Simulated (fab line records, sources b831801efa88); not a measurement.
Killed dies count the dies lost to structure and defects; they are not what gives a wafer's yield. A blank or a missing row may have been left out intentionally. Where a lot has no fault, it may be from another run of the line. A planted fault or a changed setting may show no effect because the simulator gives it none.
A lot that was struck, set against a sound lot	flow sky130	22 out of 708 route steps
Sound: these wafers, L268.1, L268.2, L268.4. Struck: wafer L263.3. (L263.5 of the same lot was not struck and is left out.) The cause comes at the end.
Each step with rows lists, per side, the tool, then ch with its chambers, then its first start. Under that, the readings that differ: sound wafers	struck wafers	difference of the means	sigmas: that difference in standard deviations of wafers without a fault.
alike: readings with means less than 2 such deviations apart, plus words and numbers identical on both sides. not compared: withheld readings, readings lacking a value on some wafer, bounds such as >300 that could conceal the same value, and numbers that have no deviation in the record and whose values overlap.
The two part at a step that has a row with sigmas, a row that says differs or no value, or rows on one side only. Numbers that have no deviation but don't overlap get no sigmas and don't part them. A reading that every wafer of one side lacks parts them only if that side has two wafers or more.

first, 6 steps without rows for these wafers: SKY_VT_ADJUST_LVTN_HMDS_12 (prime time 60 s); SKY_VT_ADJUST_LVTN_COAT_13 (resist thk 1140 nm); SKY_VT_ADJUST_LVTN_SOFTBAKE_14 (time 60 s); SKY_VT_ADJUST_LVTN_EXPOSE_15 (exposes mask HVN STD DERIVED, target cd 600 nm); SKY_VT_ADJUST_LVTN_PEB_16; SKY_VT_ADJUST_LVTN_DEVELOP_17 (develop time 60 s).
SKY_VT_ADJUST_LVTN_OVL_MEAS_18:
  sound: overlay-01 at day 13 00:07; struck: overlay-02 at day 11 13:56
reading	sound	struck	difference	sigmas
VT_ADJUST_LVTN_01_OVL (nm)	2.4 1.2 0.9	-1.5	-3.0	-2
then, 1 step without rows for these wafers: SKY_VT_ADJUST_LVTN_IMPLANT_19.
SKY_VT_ADJUST_LVTN_STRIP_20: strips in O2/N2.
  sound on plasma-asher-01 ch 0,1, day 13 00:18; struck on plasma-asher-01 ch 1, day 11 14:08
  alike: drypump-motor-current-A, oes-product-au, strip-time-to-endpoint-s
  not compared: rf-hours-counter-h
SKY_VT_ADJUST_LVTN_TW_MEAS_21:
  sound: film-metro-04 at day 13 00:24; struck: film-metro-03 at day 11 14:13
  alike: VT_ADJUST_LVTN_2_TW
then, 2 steps without rows for these wafers: SKY_VT_ADJUST_NCORE_DEHYDRATE_00 (time 60 s); SKY_VT_ADJUST_NCORE_HMDS_01 (prime time 60 s).
SKY_VT_ADJUST_NCORE_COAT_02: resist thk 1140 nm.
  sound on litho-track-04 ch 0, day 13 11:47; struck on litho-track-02 ch 0, day 12 01:55
reading	sound	struck	difference	sigmas
dispense-pressure-kPa (kPa)	55 55 55	48	-7	-2
model.NOVOLAK_of_VT_ADJUST_NCORE_COAT_02.thk-nm (nm)	1139 1139 1137	1125	-13	
then, 3 steps without rows for these wafers: SKY_VT_ADJUST_NCORE_SOFTBAKE_03 (time 60 s); SKY_VT_ADJUST_NCORE_EXPOSE_04 (exposes mask LVTN COMPLEMENT THIN, target cd 380 nm); SKY_VT_ADJUST_NCORE_PEB_05.
SKY_VT_ADJUST_NCORE_DEVELOP_06: develop time 60 s.
  sound on litho-track-02 ch 0, day 14 01:13; struck on litho-track-02 ch 0, day 12 14:16
reading	sound	struck	difference	sigmas
model.NOVOLAK_of_VT_ADJUST_NCORE_COAT_02.thk-nm (nm)	1138 1138 1137	1125	-13	
SKY_VT_ADJUST_NCORE_CD_MEAS_07 targets a cd of 380 nm.
  sound: cd-sem-02 at day 14 01:22; struck: cd-sem-02 at day 12 14:25
  alike: cd-nm
SKY_VT_ADJUST_NCORE_OVL_MEAS_08:
  sound: overlay-02 at day 14 01:29; struck: overlay-01 at day 12 14:30
  alike: VT_ADJUST_NCORE_OVL
then, 1 step without rows for these wafers: SKY_VT_ADJUST_NCORE_IMPLANT_09.
SKY_VT_ADJUST_NCORE_STRIP_10: strips in O2/N2.
  sound on plasma-asher-02 ch 0,1, day 14 01:40; struck on plasma-asher-04 ch 0, day 12 14:42
reading	sound	struck	difference	sigmas
drypump-motor-current-A (A)	5.5 5.2 5.2	6.4	+1.1	+2
oes-product-au (a.u.)	0.718 0.709 0.722	0.727	+0.011	+2
strip-time-to-endpoint-s (s)	14.17 14.17 14.14	14.00	-0.16	-4
  not compared: rf-hours-counter-h
SKY_VT_ADJUST_NCORE_TW_MEAS_11:
  sound: film-metro-04 at day 14 01:46; struck: film-metro-03 at day 12 14:47
  alike: VT_ADJUST_NCORE_TW

== WHERE THEY PART ==
First at SKY_VT_ADJUST_LVTN_OVL_MEAS_18; last, within this record, at SKY_VT_ADJUST_NCORE_STRIP_10. Later steps at which nothing parts them and some readings are alike: SKY_VT_ADJUST_NCORE_TW_MEAS_11.

WHY: what the simulator had put in
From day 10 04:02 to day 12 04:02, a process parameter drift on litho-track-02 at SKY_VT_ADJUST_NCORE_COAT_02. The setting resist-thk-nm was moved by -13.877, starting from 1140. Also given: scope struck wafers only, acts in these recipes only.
